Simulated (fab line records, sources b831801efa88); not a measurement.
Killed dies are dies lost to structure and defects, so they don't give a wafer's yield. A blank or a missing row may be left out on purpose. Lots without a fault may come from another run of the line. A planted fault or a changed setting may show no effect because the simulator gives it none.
fab line records | flow gf180mcu | part 2 of 2: steps 34 to 43 of 43
record lots=5 wafers=15 last_day=34
route steps=602 shown NWELL@137 LVPWELL@138 MVPSD@139 VT_IMPLANT@140 DUAL_GATE@141 POLY_GATE@157 HV_LDD@176
lots that met no fault: from a run of the same line without faults
start_h: hours from the record's first day to the start of the lot's first wafer shown | wait_h: hours since the lot's step before | " the same as in the row above | L1.1+2: a row that stands for several wafers | - no value, or no start given | * or withheld: withheld | < > ~ a bound
route shown NAME@n: a module of which the file shows steps, and the number in the route of the first | usual: mean/standard deviation of fault-free wafers | same: alike in all rows | chamber/n: place in a boat | sites: the reading at each site | _std_site: their standard deviation | _edge_site: outer sites' mean less inner sites' | radius_mm: how far each site lies from the wafer's centre | mask NAME#n: copy n | behind: the tool/chamber that last shaped the wafer | hold: why the lot was held/for how many hours/how that ended | device: the transistor (n, p or np) that didn't switch | end of line: the same wafers' tests at the end of the route | a step without rows: its recipe alone | killed: dies lost to structure and defects at the first sort, not the wafer's yield | map: a wafer's dies, x killed, . not, _ none there
set.NAME: the setting as run; set.NAME@STEP: as run at that earlier step | model.NAME: the simulator's own value behind a step, which no gauge read
lots at some steps of the route; a table a step, a row a wafer
services: from which hour (start_h, from the record's first day; less than 0 if before it) a tool's chamber was out of use, for how many hours, and why
## steps
# step GF_POLY_GATE_ETCH_13
# recipe target=poly-Si target_depth_nm=198.5 stop_on=SiO2 over_etch_frac=0.403 chemistry=HBr/Cl2 icp_w=400 bias_w=100 pressure_mtorr=10 HBr_flow_sccm=150 Cl2_flow_sccm=50 time_s=69.6
# usual bias_w=100.00/0.29 chamber_pressure_mTorr=9.999/0.0093 drypump_motor_current_A=6.0/0.47 oes_product_au=0.983/0.0094 throttle_valve_pct=33.686/0.0098
# columns lot.wafer tool chamber start_h wait_h bias_w chamber_pressure_mTorr drypump_motor_current_A oes_product_au rf_hours_counter_h throttle_valve_pct
L079.1 rie_si-01 2 229.14 - 99.76 10.000 6.2 0.983 2 33.684
L079.3 " 1 " " 99.81 9.995 6.1 0.984 66 33.676
L079.5 " 3 " " 100.20 9.978 6.2 0.977 - 33.689
L080.4 rie_si-01 1 237.24 - 100.01 9.989 6.1 0.982 66 33.700
L080.5 " 1 " " 99.64 10.002 6.1 0.979 - 33.693
L080.6 " 2 " " 99.44 9.998 6.2 0.997 - 33.668
L088.2 rie_si-01 1 298.84 - 99.80 10.006 6.2 0.975 66 33.688
L088.5 " 3 " " 99.64 10.009 6.1 0.980 - 33.702
L088.6 " 0 " " 99.89 9.977 4.9 0.978 - 33.684
L091.4 rie_si-02 0 336.46 - 100.04 9.995 5.8 1.002 0 33.679
L091.5 " 2 " " 100.10 10.012 6.2 1.000 - 33.691
L091.6 " 1 " " 99.77 9.988 6.8 0.981 - 33.667
L095.4 rie_si-02 0 354.76 - 100.32 10.007 5.9 1.000 0 33.700
L095.5 " 3 " " 100.23 9.988 5.8 0.992 - 33.690
L095.6 " 0 " " 100.14 9.996 5.9 1.003 - 33.688
# step GF_POLY_GATE_STRIP_14
# recipe chemistry=O2/N2 power_w=1400 pressure_mtorr=1500 platen_temp_c=250 o2_flow_sccm=3000 n2_flow_sccm=300 overash_fraction=0.5
# usual chamber_pressure_mTorr=1500.0/1.4 drypump_motor_current_A=6.3/0.33 heater_power_w=334/44 oes_product_au=0.505/0.0043
# columns lot.wafer tool chamber start_h wait_h chamber_pressure_mTorr drypump_motor_current_A heater_power_w oes_product_au rf_hours_counter_h
L079.1 plasma_asher-04 1 229.20 0.0 1499.0 6.2 290 0.504 42
L079.3 " 1 " " 1500.8 6.2 289 0.498 -
L079.5 " 1 " " 1498.5 6.2 289 0.507 -
L080.4 plasma_asher-02 1 237.33 0.1 1501.0 6.4 374 0.508 -
L080.5 " 1 " " 1500.0 6.4 377 0.509 -
L080.6 " 0 " " 1499.2 6.4 315 0.505 -
L088.2 plasma_asher-02 1 298.90 0.0 1498.1 6.4 377 0.503 68
L088.5 " 0 " " 1499.2 6.4 305 0.504 -
L088.6 " 1 " " 1499.0 6.4 369 0.507 -
L091.4 plasma_asher-02 0 336.55 0.1 1501.2 6.5 307 0.507 -
L091.5 " 0 " " 1498.9 6.5 310 0.504 -
L091.6 " 1 " " 1498.8 6.4 370 0.507 -
L095.4 plasma_asher-02 1 354.85 0.1 1498.8 6.4 374 0.499 -
L095.5 " 0 " " 1499.6 6.4 309 0.508 -
L095.6 " 1 " " 1501.0 6.3 375 0.502 -
# step GF_POLY_GATE_CLEAN_15
# recipe chemistry=SC1/SC2 mix=1:4:20 temp_c=70 time_s=150 dry=n2_spin
# columns lot.wafer tool chamber start_h wait_h
L079.1+3+5 wet_bench-01 2 229.30 0.1
L080.4+5+6 wet_bench-03 0 237.40 0.0
L088.2+5+6 wet_bench-04 2 299.00 0.1
L091.4+5+6 wet_bench-04 3 336.62 0.0
L095.4+5+6 wet_bench-03 1 354.92 0.0
# step GF_POLY_GATE_OXIDATION_16
# recipe temp_c=850 ambient=O2 stabilise_s=600 purge_s=300 target_thk_a=40 ox_time_s=899
# usual spike_tc_bottom_C=871/3.2 spike_tc_upper_C=851.0/1.1
# columns lot.wafer tool chamber start_h wait_h spike_tc_bottom_C spike_tc_upper_C
L079.1 furnace-02 0 230.15 0.8 873 850.4
L079.3 " 0 " " 874 851.1
L079.5 " 0 " " 875 847.6
L080.4 furnace-02 0 238.14 0.7 874 851.0
L080.5 " 0 " " 876 851.0
L080.6 " 0 " " 873 850.9
L088.2 furnace-02 0 299.05 0.0 875 852.0
L088.5 " 0 " " 875 850.4
L088.6 " 0 " " 874 850.5
L091.4 furnace-01 0 336.97 0.1 868 851.3
L091.5 " 0 " " 870 850.6
L091.6 " 0 " " 868 852.9
L095.4 furnace-01 0 354.97 0.0 867 852.3
L095.5 " 0 " " 868 851.3
L095.6 " 0 " " 868 853.3
# step GF_POLY_GATE_THK_MEAS_17
# recipe reads=SiO2_of_POLY_GATE_OXIDATION_16
# usual POLY_GATE_OXIDATION_THK=3.96/0.089
# columns lot.wafer tool chamber start_h wait_h POLY_GATE_OXIDATION_THK[nm]
L079.1 film_metro-03 - 231.40 0.0 3.86
L079.3 " - " " 3.84
L079.5 " - " " 3.90
L080.4 film_metro-02 - 239.46 0.1 3.97
L080.5 " - " " 3.92
L080.6 " - " " 3.90
L088.2 film_metro-03 - 300.31 0.0 3.99
L088.5 " - " " 3.99
L088.6 " - " " 3.96
L091.4 film_metro-02 - 338.25 0.0 4.20
L091.5 " - " " 4.15
L091.6 " - " " 4.08
L095.4 film_metro-02 - 356.25 0.0 3.82
L095.5 " - " " 3.88
L095.6 " - " " 3.87
# step GF_POLY_GATE_CD_MEAS_18
# usual cd_nm=279.9/2.3
# columns lot.wafer tool chamber start_h wait_h cd_nm
L079.1 cd_sem-02 - 231.46 0.1 280.4
L079.3 " - " " 278.6
L079.5 " - " " 282.2
L080.4 cd_sem-01 - 239.57 0.1 279.2
L080.5 " - " " 276.7
L080.6 " - " " 279.9
L088.2 cd_sem-02 - 300.38 0.1 278.4
L088.5 " - " " 279.4
L088.6 " - " " 282.1
L091.4 cd_sem-02 - 338.36 0.1 277.1
L091.5 " - " " 276.0
L091.6 " - " " 275.1
L095.4 cd_sem-01 - 356.36 0.1 278.2
L095.5 " - " " 279.7
L095.6 " - " " 279.2
# step GF_HV_LDD_DEHYDRATE_00
# recipe temp_c=200 time_s=60
# columns lot.wafer tool chamber start_h wait_h
L079.1+3+5 litho_track-01 0 240.06 8.6
L080.4+5+6 litho_track-01 0 248.33 8.7
L088.2+5+6 litho_track-04 0 309.81 9.4
L091.4+5+6 litho_track-01 0 348.38 10.0
L095.4+5+6 litho_track-04 0 366.71 10.3
# step GF_HV_LDD_HMDS_01
# recipe prime_time_s=60 prime_temp_c=120
# columns lot.wafer tool chamber start_h wait_h
L079.1+3+5 litho_track-01 0 240.21 0.1
L080.4+5+6 litho_track-01 0 248.48 0.1
L088.2+5+6 litho_track-04 0 309.96 0.1
L091.4+5+6 litho_track-01 0 348.53 0.1
L095.4+5+6 litho_track-04 0 366.86 0.1
# step GF_HV_LDD_COAT_02
# recipe resist=NOVOLAK spin_rpm=3000 resist_thk_nm=1000
# columns lot.wafer tool chamber start_h wait_h
L079.1+3+5 litho_track-01 0 240.36 0.1
L080.4+5+6 litho_track-01 0 248.63 0.1
L088.2+5+6 litho_track-04 0 310.11 0.1
L091.4+5+6 litho_track-01 0 348.68 0.1
L095.4+5+6 litho_track-04 0 367.01 0.1
# step GF_HV_LDD_SOFTBAKE_03
# recipe temp_c=90 time_s=60 resist=NOVOLAK
# columns lot.wafer tool chamber start_h wait_h
L079.1+3+5 litho_track-01 0 240.51 0.1
L080.4+5+6 litho_track-01 0 248.78 0.1
L088.2+5+6 litho_track-04 0 310.26 0.1
L091.4+5+6 litho_track-01 0 348.83 0.1
L095.4+5+6 litho_track-04 0 367.16 0.1
## services
# columns tool chamber start_h hours kind
plasma_asher-02 - 173.48 3.6 repair
lpcvd-01 - 174.34 6.0 pm
krf_scanner-02 - 183.11 9.3 repair
krf_scanner-02 - 192.38 1.0 pm
rie_si-01 3 193.75 4.2 repair
wet_bench-01 - 193.80 1.9 pm
furnace-02 - 202.89 3.3 pm
krf_scanner-02 - 210.19 0.8 pm
rie_si-01 - 213.30 2.8 pm
furnace-02 - 214.92 5.5 repair
plasma_asher-03 - 216.63 1.0 repair
furnace-02 - 226.84 3.3 pm
wet_bench-04 - 232.32 1.9 pm
krf_scanner-02 - 237.40 1.3 pm
rie_si-01 2 243.72 15.0 repair
krf_scanner-02 - 259.40 0.6 repair
lpcvd-01 - 263.65 2.8 pm
krf_scanner-02 - 285.17 5.4 repair
plasma_asher-03 - 290.07 3.3 repair
furnace-01 - 302.81 3.8 pm
furnace-01 - 310.28 3.6 pm
iline_stepper-02 - 322.08 11.0 repair
furnace-02 - 361.26 5.1 pm
wet_bench-02 - 363.08 4.4 pm
